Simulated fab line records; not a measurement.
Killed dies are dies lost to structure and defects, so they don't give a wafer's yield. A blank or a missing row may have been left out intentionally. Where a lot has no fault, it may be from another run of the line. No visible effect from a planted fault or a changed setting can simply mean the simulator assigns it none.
Comparing a struck lot with a sound one    flow sky130    28 steps out of a route of 708
Sound: the wafers L334.1, L334.4, L334.6. Wafers struck: L343.1, L343.2, L343.3. The cause comes at the end.
Per side, at each step with rows, come the tool, then ch with its chambers, and then its first start. Under that, the readings that differ: sound wafers    struck wafers    difference of the means    sigmas: that difference in standard deviations of wafers without a fault.
alike: a reading whose means differ by less than 2 such deviations, as well as words and numbers matching on both sides. not compared: withheld readings; readings where some wafer has no value; bounds like >300 that might hide an equal value; numbers whose values overlap and for which the record gives no deviation.
A row with sigmas, a row that says differs or no value, or rows on one side alone: a step with any of these is where the two part. Non-overlapping numbers with no deviation appear without sigmas and do not part them. Lack of a reading on every wafer of one side parts them only where that side has two or more wafers.

first, 10 steps without rows for these wafers: SKY_VIA1_ETCH_15 (etches SiO2 in C4F8/O2/Ar, stops on TiN, target depth 351 nm, time 54 s); SKY_VIA1_STRIP_16 (strips in O2/N2); SKY_VIA1_STRIP_17 (strips in post etch residue remover, time 1200 s); SKY_VIA1_CLEAN_18 (cleans in IPA, time 180 s); SKY_VIA1_CLEAN_19 (cleans in O3/DIW); SKY_VIA1_SPUTTER_20 (material TiN, target thk 20 nm, time 80 s); SKY_VIA1_CVD_21 (deposits W, target thk 270 nm, time 80.902 s); SKY_VIA1_CMP_24 (polishes, stops on SiO2, t overpolish 15 s, target thk 0 nm); SKY_METAL2_SPUTTER_00 (material Ti, target thk 15 nm, time 10 s); SKY_METAL2_SPUTTER_01 (material TiN, target thk 20 nm, time 16.7 s).
SKY_METAL2_SPUTTER_02: material AlCu, target thk 250 nm, time 13.3 s.
  struck on pvd_sputter-03, day 38 05:04; sound on pvd_sputter-03, day 34 22:32
reading                                      sound              struck         difference  sigmas
model.AlCu_of_METAL2_SPUTTER_02.thk_nm (nm)  248.4 247.7 246.2  209 211 212.3  -37         
  alike: chamber_pressure_pa, throttle_valve_pct
then, 2 steps without rows for these wafers: SKY_METAL2_SPUTTER_03 (material Ti, target thk 5 nm, time 3.3 s); SKY_METAL2_SPUTTER_04 (material TiN, target thk 70 nm, time 58.3 s).
SKY_METAL2_RS_MEAS_05: a four-point-probe measurement.
  struck on film_metro-01, day 38 05:10; sound on film_metro-01, day 34 22:38
reading                  sound                 struck                difference  sigmas
METAL2_ALCU_RS (ohm/sq)  0.1273 0.1278 0.1287  0.1524 0.1513 0.1500  +0.0233     +21
SKY_METAL2_THK_MEAS_06: measures by xrf.
  struck on film_metro-01, day 38 05:17; sound on film_metro-01, day 34 22:45
reading               sound        struck       difference  sigmas
METAL2_ALCU_THK (nm)  252 251 248  210 211 215  -38         -12
then, 10 steps without rows for these wafers: SKY_METAL2_DEHYDRATE_07 (time 60 s); SKY_METAL2_HMDS_08 (prime time 60 s); SKY_METAL2_COAT_09 (resist thk 60 nm); SKY_METAL2_COAT_10 (resist thk 450 nm); SKY_METAL2_SOFTBAKE_11 (time 90 s); SKY_METAL2_EXPOSE_12 (exposes mask MM2, target cd 140 nm); SKY_METAL2_PEB_13; SKY_METAL2_DEVELOP_14 (develop time 60 s); SKY_METAL2_DESCUM_17 (chemistry O2, time 8 s); SKY_METAL2_ETCH_18 (etches BARC in N2/H2, stops on SiO2, time 45.9 s, target depth 60 nm).
SKY_METAL2_METAL_ETCH_19: etches the open film in Cl2/BCl3, stops on SiO2, target depth 360 nm, time 78 s.
  sound on rie_metal-02 ch 1, day 36 00:56; struck on rie_metal-01 ch 0,1, day 39 06:08
reading                sound              struck             difference  sigmas
oes_product_au (a.u.)  0.855 0.860 0.846  0.823 0.834 0.828  -0.025      -4
  alike: drypump_motor_current_A, throttle_valve_pct
  not compared: rf_hours_counter_h
then, 1 step without rows for these wafers: SKY_METAL2_STRIP_20 (strips in O2/N2).
-- the record jumps here: 10 days lie between the struck wafers' starts before and after (it left off in module METAL2 and takes up again in module PAD_OPEN, whose first step shown is number 708 of the route) --
SKY_PAD_OPEN_PROBE_99:
  struck on prober-01, day 49 00:22; sound on prober-02, day 46 12:38
reading                       sound                 struck                difference  sigmas
model.etest.met2.line_ohm_um  0.9245 0.9331 0.9315  1.155 1.082 1.073     +0.174      
model.etest.met2.rs_ohm_sq    0.1289 0.1309 0.1309  0.1554 0.1531 0.1522  +0.0233     
  alike: defect_limited_yield, killed_at_M0_to_M3, killed_at_M4_up, killed_at_contacts, killed_at_front_end, killed_at_other, killed_dies, killed_open, killed_short, sort_bin_3_pad_short, sort_bin_5_function, sort_bin_6_memory, sort_n_pass, sort_yield_pct

## WHERE THEY PART
First at SKY_METAL2_RS_MEAS_05; last, within this record, at SKY_METAL2_METAL_ETCH_19. Later steps at which nothing parts them and some readings are alike: SKY_PAD_OPEN_PROBE_99.

WHY: what the simulator had put in
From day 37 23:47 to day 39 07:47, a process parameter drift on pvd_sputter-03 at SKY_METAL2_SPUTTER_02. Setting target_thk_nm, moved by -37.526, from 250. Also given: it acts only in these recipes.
